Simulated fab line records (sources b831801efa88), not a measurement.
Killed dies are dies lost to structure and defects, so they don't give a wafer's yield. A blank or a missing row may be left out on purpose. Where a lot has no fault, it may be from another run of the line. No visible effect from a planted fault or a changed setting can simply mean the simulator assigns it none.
A struck lot beside a sound one -- flow sfq line -- 14 steps out of a route of 325
Sound: these wafers, L228.1, L228.2, L228.4. Struck: wafer L218.5 (left out: L218.3, L218.4 of the same lot, which were not struck); the cause appears at the end.
For every step that has rows: the tool of each side, followed by ch and its chambers, followed by its first start. Under that, the readings that differ: sound wafers -- struck wafers -- difference of the means -- sigmas: that difference in standard deviations of wafers without a fault.
alike: readings whose means differ by less than 2 such deviations, and words and numbers that are the same on both sides. not compared: withheld readings, readings that some wafer has no value for, bounds like >300 that may hide the same value, and numbers for which the record gives no deviation and whose values overlap.
A row with sigmas, a row that says differs or no value, or rows on one side alone: a step with any of these is where the two part. Numbers that don't overlap but have no deviation are shown without sigmas and don't part them. A reading missing from all wafers of one side parts the sides only when that side holds two or more wafers.

first, 6 steps without rows for these wafers: SFQ_TRILAYER_M0_LITHO_COAT_026 (resist thk 62 nm); SFQ_TRILAYER_M0_LITHO_COAT_021 (resist thk 600 nm); SFQ_TRILAYER_M0_LITHO_SOFTBAKE_025; SFQ_TRILAYER_M0_LITHO_EXPOSE_022 (exposes mask M0, target cd 500 nm); SFQ_TRILAYER_M0_LITHO_PEB_024 (peb time 60 s); SFQ_TRILAYER_M0_LITHO_DEVELOP_023 (time 60 s).
SFQ_M0_OVL_MEAS_906:
  sound: overlay-02 at day 16 21:16; struck: overlay-02 at day 13 09:30
  alike: M0_OVL
SFQ_TRILAYER_M0_BARC_OPEN_METAL_ETCH_031: etches BARC in O2, target depth 125 nm, time 41.7 s.
  sound on rie metal-02 ch 0,1, day 16 21:17; struck on rie metal-02 ch 1, day 13 09:32
  alike: drypump motor current A, oes product au
  not compared: rf hours counter h
SFQ_TRILAYER_M0_ETCH_METAL_ETCH_024: etches Nb in Cl2/Ar, stops on SiO2, target depth 240 nm, time 120 s.
  sound on rie metal-02 ch 0,1, day 16 21:21; struck on rie metal-02 ch 1, day 13 09:37
reading,sound,struck,difference,sigmas
oes product au (a.u.),0.909 0.903 0.886,0.884,-0.015,-2
  alike: drypump motor current A
  not compared: rf hours counter h
SFQ_TRILAYER_M0_STRIP_STRIP_025: strips in O2.
  sound on rie metal-02 ch 0,1, day 16 21:29; struck on rie metal-02 ch 1, day 13 09:55
  alike: drypump motor current A, oes product au
  not compared: rf hours counter h
then, 1 step without rows for these wafers: SFQ_TRILAYER_M0_STRIP_SOLV_CLEAN_026 (cleans in NMP, time 600 s).
SFQ_TRILAYER_I0_DEP_PECVD_027: deposits SiO2 from SiH4/N2O, time 111.11 s, target thk 500 nm.
  sound on pecvd-03 ch 0,2, day 16 22:16; struck on pecvd-03 ch 1, day 13 10:29
reading,sound,struck,difference,sigmas
run length s (s),139.6 139.5 139.6,128.7,-10.9,-18
model.SiO2_of_TRILAYER_I0_DEP_PECVD_027.thk nm (nm),487.9 488.4 495.2,453.1,-37.4,
  alike: heater power w, throttle valve pct
SFQ_TRILAYER_I0_CMP_CMP_028: polishes SiO2.
  sound on cmp-02 ch 1,2,3, day 16 22:21; struck on cmp-02 ch 2, day 13 12:58
reading,sound,struck,difference,sigmas
time to endpoint s (s),204 197 215,180,-25,-3
  alike: motor current A
SFQ_I0_BOW_MEAS_907:
  sound: film metro-02 at day 17 01:21; struck: film metro-03 at day 13 14:30
  alike: I0_BOW

== WHERE THEY PART ==
First at SFQ_TRILAYER_M0_ETCH_METAL_ETCH_024; last, within this record, at SFQ_TRILAYER_I0_CMP_CMP_028. Later steps at which nothing parts them and some readings are alike: SFQ_I0_BOW_MEAS_907.

WHY: whatever the simulator had introduced
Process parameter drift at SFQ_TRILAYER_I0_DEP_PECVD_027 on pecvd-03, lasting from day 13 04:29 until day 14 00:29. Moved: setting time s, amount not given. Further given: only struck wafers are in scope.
